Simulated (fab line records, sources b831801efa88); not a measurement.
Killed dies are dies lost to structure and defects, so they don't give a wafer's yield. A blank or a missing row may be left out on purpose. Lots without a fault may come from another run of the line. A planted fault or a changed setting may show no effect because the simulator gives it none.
fab line records | flow sky130
record lots=24 wafers=72 last_day=50
route steps=708 shown VIA2@527 METAL4@599 VIA4@658 PASSIVATION@681 PAD_OPEN@701
lots that met no fault: from a run of the same line without faults
start_h: hours from the record's first day to the start of the lot's first wafer shown | wait_h: hours since the lot's step before | " the same as in the row above | L1.1+2: a row that stands for several wafers | - no value, or no start given | * or withheld: withheld | < > ~ a bound
route shown NAME@n: a module of which the file shows steps, and the number in the route of the first | usual: mean/standard deviation of fault-free wafers | same: alike in all rows | chamber/n: place in a boat | sites: the reading at each site | _std_site: their standard deviation | _edge_site: outer sites' mean less inner sites' | radius_mm: how far each site lies from the wafer's centre | mask NAME#n: copy n | behind: the tool/chamber that last shaped the wafer | hold: why the lot was held/for how many hours/how that ended | device: the transistor (n, p or np) that didn't switch | end of line: the same wafers' tests at the end of the route | a step without rows: its recipe alone | killed: dies lost to structure and defects at the first sort, not the wafer's yield | map: a wafer's dies, x killed, . not, _ none there
set.NAME: the setting as run; set.NAME@STEP: as run at that earlier step | model.NAME: the simulator's own value behind a step, which no gauge read
steps of the route over a sample of lots; a table a step, a row a wafer
services: from which hour (start_h, from the record's first day; less than 0 if before it) a tool's chamber was out of use, for how many hours, and why
## steps
# step SKY_VIA2_SPUTTER_20
# recipe material=TiN target_thk_nm=20 chamber_pressure_pa=5 power_w=4000 time_s=80
# usual throttle_valve_pct=30.3/0.92
# columns lot.wafer tool chamber start_h wait_h throttle_valve_pct
L074.2 pvd_sputter-03 - 842.43 0.0 30.3
L074.4 " - " " 30.0
L074.5 " - " " 31.1
L075.1 pvd_sputter-03 - 854.12 0.0 30.9
L075.2 " - " " 29.2
L075.3 " - " " 30.5
L076.1 pvd_sputter-02 - 861.58 0.0 29.8
L076.5 " - " " 30.8
L076.6 " - " " 30.8
L077.1 pvd_sputter-02 - 864.39 0.0 30.8
L077.2 " - " " 31.2
L077.5 " - " " 31.0
L078.3 pvd_sputter-04 - 881.24 0.0 30.4
L078.5 " - " " 30.9
L078.6 " - " " 31.5
L079.1 pvd_sputter-03 - 895.25 0.0 29.3
L079.3 " - " " 30.3
L079.4 " - " " 30.3
L081.2 pvd_sputter-03 - 904.70 0.0 29.1
L081.4 " - " " 30.8
L081.5 " - " " 30.7
L080.2 pvd_sputter-04 - 906.47 0.0 30.5
L080.3 " - " " 31.5
L080.4 " - " " 31.0
L082.1 pvd_sputter-04 - 909.06 0.0 31.3
L082.2 " - " " 30.4
L082.4 " - " " 31.0
L083.2 pvd_sputter-04 - 918.81 0.0 28.4
L083.4 " - " " 30.3
L083.6 " - " " 30.5
L085.2 pvd_sputter-02 - 949.52 0.0 31.0
L085.3 " - " " 31.3
L085.6 " - " " 31.4
L086.1 pvd_sputter-04 - 952.39 0.0 30.3
L086.3 " - " " 31.0
L086.5 " - " " 28.0
L084.4 pvd_sputter-02 - 953.02 0.0 31.4
L084.5 " - " " 29.8
L084.6 " - " " 30.8
L087.1 pvd_sputter-03 - 953.76 0.0 29.5
L087.2 " - " " 30.6
L087.4 " - " " 30.9
L088.2 pvd_sputter-03 - 954.20 0.0 29.1
L088.3 " - " " 30.3
L088.5 " - " " 29.3
L089.1 pvd_sputter-04 - 958.22 0.0 30.3
L089.3 " - " " 31.4
L089.6 " - " " 30.4
L090.1 pvd_sputter-04 - 961.44 0.0 28.3
L090.2 " - " " 31.5
L090.5 " - " " 30.5
L091.2 pvd_sputter-02 - 974.19 0.0 31.4
L091.4 " - " " 30.8
L091.5 " - " " 31.0
L092.3 pvd_sputter-03 - 993.55 0.0 30.5
L092.4 " - " " 30.1
L092.5 " - " " 30.6
L093.1 pvd_sputter-03 - 996.45 0.0 30.6
L093.4 " - " " 30.7
L093.5 " - " " 31.0
L094.3 pvd_sputter-02 - 999.44 0.0 29.7
L094.4 " - " " 31.4
L094.6 " - " " 29.7
L095.1 pvd_sputter-04 - 1004.70 0.0 28.2
L095.2 " - " " 31.3
L095.3 " - " " 31.1
L096.2 pvd_sputter-02 - 1010.90 0.0 30.0
L096.3 " - " " 30.8
L096.4 " - " " 30.7
L097.2 pvd_sputter-03 - 1011.25 0.0 30.2
L097.5 " - " " 31.0
L097.6 " - " " 30.4
# step SKY_METAL4_SPUTTER_01
# recipe material=TiN target_thk_nm=20 power_w=6500 time_s=16.7 chamber_pressure_pa=0.4
# usual throttle_valve_pct=30.3/0.87
# columns lot.wafer tool chamber start_h wait_h throttle_valve_pct
L074.2 pvd_sputter-02 - 924.16 0.0 29.8
L074.4 " - " " 30.8
L074.5 " - " " 29.7
L075.1 pvd_sputter-03 - 935.78 0.0 30.4
L075.2 " - " " 29.1
L075.3 " - " " 31.0
L076.1 pvd_sputter-03 - 941.29 0.0 31.1
L076.5 " - " " 30.4
L076.6 " - " " 30.8
L077.1 pvd_sputter-03 - 944.24 0.0 30.3
L077.2 " - " " 29.9
L077.5 " - " " 29.3
L078.3 pvd_sputter-04 - 960.52 0.0 30.5
L078.5 " - " " 30.5
L078.6 " - " " 31.5
L079.1 pvd_sputter-03 - 973.11 0.0 31.1
L079.3 " - " " 30.0
L079.4 " - " " 30.7
L081.2 pvd_sputter-04 - 981.47 0.0 31.0
L081.4 " - " " 28.2
L081.5 " - " " 31.2
L080.2 pvd_sputter-04 - 984.08 0.0 28.2
L080.3 " - " " 31.4
L080.4 " - " " 30.8
L082.1 pvd_sputter-03 - 987.72 0.0 29.5
L082.2 " - " " 30.5
L082.4 " - " " 30.8
L083.2 pvd_sputter-02 - 996.49 0.0 30.9
L083.4 " - " " 29.8
L083.6 " - " " 29.5
L085.2 pvd_sputter-03 - 1023.99 0.0 29.2
L085.3 " - " " 30.5
L085.6 " - " " 29.0
L086.1 pvd_sputter-03 - 1027.16 0.0 30.6
L086.3 " - " " 30.0
L086.5 " - " " 30.6
L084.4 pvd_sputter-03 - 1028.44 0.0 30.3
L084.5 " - " " 30.7
L084.6 " - " " 29.2
L087.1 pvd_sputter-03 - 1029.76 0.0 30.6
L087.2 " - " " 29.0
L087.4 " - " " 29.4
L088.2 pvd_sputter-02 - 1030.21 0.0 30.8
L088.3 " - " " 29.5
L088.5 " - " " 29.8
L089.1 pvd_sputter-03 - 1032.18 0.0 30.4
L089.3 " - " " 30.0
L089.6 " - " " 30.1
L090.1 pvd_sputter-02 - 1036.65 0.0 29.7
L090.2 " - " " 31.0
L090.5 " - " " 31.3
L091.2 pvd_sputter-03 - 1047.19 0.0 29.8
L091.4 " - " " 31.0
L091.5 " - " " 30.5
L092.3 pvd_sputter-04 - 1065.72 0.0 28.4
L092.4 " - " " 30.4
L092.5 " - " " 28.3
L093.1 pvd_sputter-02 - 1068.29 0.0 31.2
L093.4 " - " " 30.7
L093.5 " - " " 30.7
L094.3 pvd_sputter-04 - 1071.04 0.0 31.1
L094.4 " - " " 30.3
L094.6 " - " " 30.8
L095.1 pvd_sputter-04 - 1075.14 0.0 30.5
L095.2 " - " " 31.3
L095.3 " - " " 31.0
L096.2 pvd_sputter-02 - 1081.54 0.0 30.7
L096.3 " - " " 31.1
L096.4 " - " " 29.6
L097.2 pvd_sputter-04 - 1081.96 0.0 31.0
L097.5 " - " " 30.9
L097.6 " - " " 31.3
# step SKY_VIA4_RS_MEAS_19
# recipe thk_meas_gauge=four-point-probe reads=W_of_VIA4_CVD_18+TiN_of_VIA4_SPUTTER_17
# usual VIA4_W_RS=0.2265/0.0025
# columns lot.wafer tool chamber start_h wait_h VIA4_W_RS[ohm/sq]
L074.2 film_metro-04 - 999.48 0.1 0.2277
L074.4 " - " " 0.2275
L074.5 " - " " 0.2261
L075.1 film_metro-02 - 1010.57 0.1 0.2257
L075.2 " - " " 0.2242
L075.3 " - " " 0.2268
L076.1 film_metro-02 - 1015.07 0.1 0.2313
L076.5 " - " " 0.2324
L076.6 " - " " 0.2306
L077.1 film_metro-04 - 1018.42 0.1 0.2292
L077.2 " - " " 0.2292
L077.5 " - " " 0.2298
L078.3 film_metro-02 - 1032.90 0.1 0.2266
L078.5 " - " " 0.2270
L078.6 " - " " 0.2258
L079.1 film_metro-03 - 1044.97 0.1 0.2260
L079.3 " - " " 0.2251
L079.4 " - " " 0.2238
L081.2 film_metro-02 - 1052.83 0.1 0.2255
L081.4 " - " " 0.2278
L081.5 " - " " 0.2278
L080.2 film_metro-02 - 1054.74 0.1 0.2282
L080.3 " - " " 0.2269
L080.4 " - " " 0.2276
L082.1 film_metro-03 - 1058.62 0.1 0.2255
L082.2 " - " " 0.2238
L082.4 " - " " 0.2239
L083.2 film_metro-03 - 1078.52 0.1 0.2265
L083.4 " - " " 0.2246
L083.6 " - " " 0.2259
L085.2 film_metro-02 - 1092.63 0.1 0.2259
L085.3 " - " " 0.2274
L085.6 " - " " 0.2239
L086.1 film_metro-04 - 1095.09 0.1 0.2231
L086.3 " - " " 0.2218
L086.5 " - " " 0.2222
L084.4 film_metro-04 - 1096.13 0.1 0.2282
L084.5 " - " " 0.2267
L084.6 " - " " 0.2280
L087.1 film_metro-03 - 1097.21 0.1 0.2256
L087.2 " - " " 0.2249
L087.4 " - " " 0.2261
L088.2 film_metro-02 - 1097.27 0.1 0.2262
L088.3 " - " " 0.2296
L088.5 " - " " 0.2309
L089.1 film_metro-02 - 1099.62 0.3 0.2253
L089.3 " - " " 0.2266
L089.6 " - " " 0.2273
L090.1 film_metro-03 - 1103.24 0.1 0.2226
L090.2 " - " " 0.2269
L090.5 " - " " 0.2268
L091.2 film_metro-02 - 1118.80 0.1 0.2272
L091.4 " - " " 0.2283
L091.5 " - " " 0.2276
L092.3 film_metro-03 - 1128.72 0.1 0.2263
L092.4 " - " " 0.2240
L092.5 " - " " 0.2229
L093.1 film_metro-04 - 1132.33 0.1 0.2291
L093.4 " - " " 0.2324
L093.5 " - " " 0.2287
L094.3 film_metro-02 - 1133.77 0.1 0.2252
L094.4 " - " " 0.2267
L094.6 " - " " 0.2252
L095.1 film_metro-02 - 1137.97 0.1 0.2266
L095.2 " - " " 0.2277
L095.3 " - " " 0.2254
L096.2 film_metro-02 - 1144.57 0.1 0.2280
L096.3 " - " " 0.2301
L096.4 " - " " 0.2256
L097.2 film_metro-03 - 1144.78 0.1 0.2222
L097.5 " - " " 0.2215
L097.6 " - " " 0.2199
# step SKY_PASSIVATION_CVD_00
# recipe material=SiO2 target_thk_nm=90 temp_c=400 time_s=withheld rf_w=600
# usual heater_power_w=646/76
# columns lot.wafer tool chamber start_h wait_h heater_power_w
L074.2 pecvd-02 0 1022.62 0.0 658
L074.4 " 2 " " 580
L074.5 " 0 " " 685
L075.1 pecvd-03 2 1034.71 0.0 604
L075.2 " 1 " " 576
L075.3 " 0 " " 737
L076.1 pecvd-04 2 1039.70 0.0 563
L076.5 " 1 " " 833
L076.6 " 0 " " 547
L077.1 pecvd-04 0 1042.95 0.0 590
L077.2 " 1 " " 705
L077.5 " 2 " " 654
L078.3 pecvd-03 2 1055.62 0.0 588
L078.5 " 2 " " 578
L078.6 " 1 " " 571
L079.1 pecvd-03 1 1076.21 0.0 608
L079.3 " 0 " " 754
L079.4 " 0 " " 739
L081.2 pecvd-02 2 1077.16 0.0 634
L081.4 " 2 " " 623
L081.5 " 0 " " 728
L080.2 pecvd-04 1 1077.39 0.0 750
L080.3 " 2 " " 656
L080.4 " 0 " " 534
L082.1 pecvd-03 0 1080.76 0.0 598
L082.2 " 1 " " 568
L082.4 " 2 " " 688
L083.2 pecvd-02 0 1100.55 0.0 566
L083.4 " 2 " " 551
L083.6 " 0 " " 592
L085.2 pecvd-04 1 1112.51 0.0 792
L085.3 " 2 " " 656
L085.6 " 1 " " 799
L086.1 pecvd-02 1 1115.21 0.0 790
L086.3 " 2 " " 648
L086.5 " 0 " " 583
L084.4 pecvd-03 1 1117.34 0.0 531
L084.5 " 0 " " 601
L084.6 " 2 " " 693
L087.1 pecvd-04 0 1117.96 0.0 618
L087.2 " 1 " " 660
L087.4 " 1 " " 682
L088.2 pecvd-02 1 1118.65 0.0 760
L088.3 " 0 " " 588
L088.5 " 1 " " 760
L089.1 pecvd-03 2 1120.91 0.0 594
L089.3 " 1 " " 631
L089.6 " 2 " " 602
L090.1 pecvd-04 0 1125.01 0.0 524
L090.2 " 1 " " 694
L090.5 " 1 " " 704
L091.2 pecvd-04 1 1139.22 0.0 692
L091.4 " 2 " " 595
L091.5 " 0 " " 629
L092.3 pecvd-04 1 1148.91 0.0 758
L092.4 " 2 " " 694
L092.5 " 0 " " 548
L093.1 pecvd-03 1 1151.92 0.0 638
L093.4 " 2 " " 647
L093.5 " 0 " " 695
L094.3 pecvd-03 1 1153.46 0.0 562
L094.4 " 2 " " 628
L094.6 " 1 " " 565
L095.1 pecvd-02 0 1158.57 0.0 703
L095.2 " 2 " " 632
L095.3 " 1 " " 768
L096.2 pecvd-02 2 1164.74 0.0 609
L096.3 " 1 " " 735
L096.4 " 2 " " 615
L097.2 pecvd-04 0 1164.81 0.0 520
L097.5 " 2 " " 645
L097.6 " 1 " " 829
# step SKY_PASSIVATION_CVD_02
# recipe material=Si3N4 target_thk_nm=540 temp_c=400 time_s=withheld rf_w=450
# usual heater_power_w=713/84
# columns lot.wafer tool chamber start_h wait_h heater_power_w
L074.2 pecvd-03 1 1022.71 0.0 622
L074.4 " 1 " " 654
L074.5 " 2 " " 650
L075.1 pecvd-04 0 1034.79 0.1 615
L075.2 " 2 " " 748
L075.3 " 1 " " 835
L076.1 pecvd-02 0 1039.78 0.1 773
L076.5 " 2 " " 637
L076.6 " 1 " " 867
L077.1 pecvd-02 1 1043.03 0.1 814
L077.2 " 0 " " 776
L077.5 " 2 " " 671
L078.3 pecvd-02 0 1055.70 0.0 648
L078.5 " 2 " " 655
L078.6 " 1 " " 840
L079.1 pecvd-04 1 1076.31 0.1 756
L079.3 " 2 " " 741
L079.4 " 2 " " 585
L081.2 pecvd-03 0 1077.24 0.0 698
L081.4 " 0 " " 722
L081.5 " 1 " " 602
L080.2 pecvd-02 1 1077.47 0.0 755
L080.3 " 2 " " 626
L080.4 " 2 " " 657
L082.1 pecvd-02 0 1080.85 0.1 770
L082.2 " 1 " " 825
L082.4 " 2 " " 664
L083.2 pecvd-03 2 1100.64 0.0 757
L083.4 " 1 " " 594
L083.6 " 2 " " 616
L085.2 pecvd-03 2 1112.59 0.0 704
L085.3 " 1 " " 643
L085.6 " 2 " " 721
L086.1 pecvd-04 1 1115.29 0.1 807
L086.3 " 0 " " 633
L086.5 " 1 " " 823
L084.4 pecvd-02 0 1117.52 0.1 626
L084.5 " 2 " " 716
L084.6 " 1 " " 871
L087.1 pecvd-03 2 1118.04 0.1 672
L087.2 " 0 " " 742
L087.4 " 1 " " 669
L088.2 pecvd-04 1 1118.73 0.0 919
L088.3 " 2 " " 638
L088.5 " 1 " " 715
L089.1 pecvd-02 1 1121.01 0.1 861
L089.3 " 0 " " 699
L089.6 " 0 " " 721
L090.1 pecvd-02 2 1125.10 0.1 639
L090.2 " 0 " " 706
L090.5 " 1 " " 821
L091.2 pecvd-02 0 1139.30 0.0 670
L091.4 " 2 " " 707
L091.5 " 1 " " 858
L092.3 pecvd-02 0 1149.00 0.0 683
L092.4 " 2 " " 698
L092.5 " 1 " " 857
L093.1 pecvd-02 0 1152.00 0.1 781
L093.4 " 0 " " 626
L093.5 " 1 " " 709
L094.3 pecvd-04 0 1153.54 0.0 647
L094.4 " 2 " " 682
L094.6 " 0 " " 661
L095.1 pecvd-04 1 1158.65 0.1 802
L095.2 " 0 " " 598
L095.3 " 2 " " 725
L096.2 pecvd-03 2 1164.83 0.0 618
L096.3 " 1 " " 625
L096.4 " 0 " " 801
L097.2 pecvd-02 2 1164.89 0.0 707
L097.5 " 1 " " 840
L097.6 " 0 " " 687
# step SKY_PAD_OPEN_ETCH_07
# recipe chemistry=CF4/O2 target_depth_nm=725 stop_on=AlCu source_w=800 bias_w=150 pressure_mtorr=150 cf4_flow_sccm=80 O2_flow_sccm=10 time_s=161.1
# usual drypump_motor_current_A=5.5/0.51 oes_product_au=0.976/0.0068 throttle_valve_pct=5.964/0.0092
# columns lot.wafer tool chamber start_h wait_h drypump_motor_current_A oes_product_au rf_hours_counter_h throttle_valve_pct
L074.2 rie_diel-04 2 1075.90 - 5.6 0.978 16 5.968
L074.4 " 2 " " 5.6 0.987 - 5.961
L074.5 " 1 " " 5.2 0.982 - 5.976
L075.1 rie_diel-04 1 1078.45 - 5.2 0.969 14 5.956
L075.2 " 2 " " 5.6 0.965 17 5.971
L075.3 " 3 " " 5.6 0.969 21 5.965
L076.1 rie_diel-04 3 1081.81 - 5.6 0.981 22 5.969
L076.5 " 2 " " 5.6 0.979 - 5.972
L076.6 " 3 " " 5.6 0.976 - 5.962
L077.1 rie_diel-04 1 1084.50 - 5.2 0.971 14 5.980
L077.2 " 2 " " 5.6 0.982 17 5.966
L077.5 " 1 " " 5.2 0.983 - 5.954
L078.3 rie_diel-01 0 1098.55 - 5.9 0.984 2 5.965
L078.5 " 2 " " 5.2 0.991 - 5.963
L078.6 " 3 " " 5.2 0.991 - 5.954
L079.1 rie_diel-04 3 1116.61 - 5.6 0.966 23 5.961
L079.3 " 1 " " 5.2 0.973 16 5.969
L079.4 " 3 " " 5.6 0.984 - 5.951
L081.2 rie_diel-03 1 1117.45 - 6.0 0.976 20 5.973
L081.4 " 2 " " 5.7 0.984 31 5.959
L081.5 " 2 " " 5.7 0.976 - 5.963
L080.2 rie_diel-01 1 1118.00 - 6.6 0.976 15 5.961
L080.3 " 3 " " 5.2 0.971 12 5.956
L080.4 " 2 " " 5.2 0.983 9 5.976
L082.1 rie_diel-01 2 1120.45 - 5.2 0.972 9 5.964
L082.2 " 1 " " 6.6 0.961 15 5.965
L082.4 " 3 " " 5.2 0.983 12 5.949
L083.2 rie_diel-04 0 1139.70 - 6.2 0.968 21 5.959
L083.4 " 1 " " 5.2 0.972 16 5.978
L083.6 " 1 " " 5.2 0.975 - 5.961
L085.2 rie_diel-03 3 1149.90 - 4.6 0.979 29 5.973
L085.3 " 0 " " 4.9 0.971 15 5.952
L085.6 " 0 " " 4.9 0.994 - 5.971
L086.1 rie_diel-04 3 1153.00 - 5.6 0.969 25 5.965
L086.3 " 2 " " 5.6 0.980 20 5.956
L086.5 " 2 " " 5.6 0.973 - 5.965
L084.4 rie_diel-03 1 1155.86 - 6.0 0.972 - 5.959
L084.5 " 0 " " 4.9 0.985 - 5.957
L084.6 " 3 " " 4.7 0.976 - 5.957
L087.1 rie_diel-01 3 1156.11 - 5.2 0.962 13 5.967
L087.2 " 0 " " 5.9 0.977 4 5.958
L087.4 " 2 " " 5.2 0.978 11 5.969
L088.2 rie_diel-01 0 1157.30 - 5.9 0.983 4 5.959
L088.3 " 3 " " 5.3 0.969 13 5.971
L088.5 " 0 " " 5.9 0.985 - 5.970
L089.1 rie_diel-04 3 1159.35 - 5.6 0.972 25 5.963
L089.3 " 2 " " 5.7 0.974 20 5.950
L089.6 " 1 " " 5.2 0.979 - 5.963
L090.1 rie_diel-03 3 1163.15 - 4.7 0.987 30 5.969
L090.2 " 0 " " 5.0 0.976 15 5.965
L090.5 " 1 " " 6.0 0.986 - 5.971
L091.2 rie_diel-01 0 1174.41 - 5.9 0.968 5 5.961
L091.4 " 3 " " 5.2 0.966 14 5.958
L091.5 " 1 " " 6.6 0.975 - 5.972
L092.3 rie_diel-03 3 1182.91 - 4.7 0.966 30 5.970
L092.4 " 2 " " 5.6 0.972 - 5.970
L092.5 " 0 " " 4.9 0.984 - 5.973
L093.1 rie_diel-01 1 1185.70 - 6.6 0.984 18 5.964
L093.4 " 0 " " 5.9 0.980 6 5.955
L093.5 " 3 " " 5.2 0.984 - 5.968
L094.3 rie_diel-03 2 1186.40 - 5.7 0.972 1 5.960
L094.4 " 0 " " 4.9 0.981 - 5.964
L094.6 " 2 " " 5.7 0.975 - 5.990
L095.1 rie_diel-04 3 1192.30 - 5.6 0.974 26 5.954
L095.2 " 1 " " 5.3 0.968 19 5.954
L095.3 " 2 " " 5.6 0.975 21 5.979
L096.2 rie_diel-04 1 1197.60 - 5.2 0.969 19 5.973
L096.3 " 2 " " 5.7 0.966 22 5.949
L096.4 " 0 " " 6.2 0.975 23 5.956
L097.2 rie_diel-01 3 1197.60 - 5.2 0.974 14 5.975
L097.5 " 1 " " 6.6 0.976 - 5.966
L097.6 " 0 " " 5.9 0.980 - 5.958
## services
# columns tool chamber start_h hours kind
pvd_sputter-04 - 839.25 4.5 repair
pvd_sputter-02 - 848.07 10.6 repair
rie_diel-04 - 853.38 4.8 repair
pecvd-03 - 853.61 1.1 repair
rie_diel-04 0 866.96 2.2 repair
pecvd-02 - 874.72 4.3 pm
pvd_sputter-03 - 875.78 9.2 repair
pvd_sputter-03 - 906.00 1.7 repair
pecvd-02 - 913.26 0.6 repair
pvd_sputter-02 - 919.41 1.2 repair
pvd_sputter-03 - 926.15 2.6 repair
pvd_sputter-03 - 975.28 2.0 repair
pecvd-02 - 978.03 0.9 repair
pecvd-04 - 991.93 2.8 pm
pecvd-04 - 997.82 1.7 repair
pecvd-04 - 1016.19 0.9 repair
pecvd-03 - 1026.96 0.4 repair
pecvd-03 2 1039.77 6.3 repair
pvd_sputter-03 - 1056.00 2.7 repair
pvd_sputter-03 - 1070.50 10.9 repair
pvd_sputter-03 - 1075.30 4.4 repair
pecvd-04 - 1105.61 3.0 repair
pvd_sputter-04 - 1154.26 4.3 repair
pvd_sputter-02 - 1182.90 0.9 repair
## key
fault none
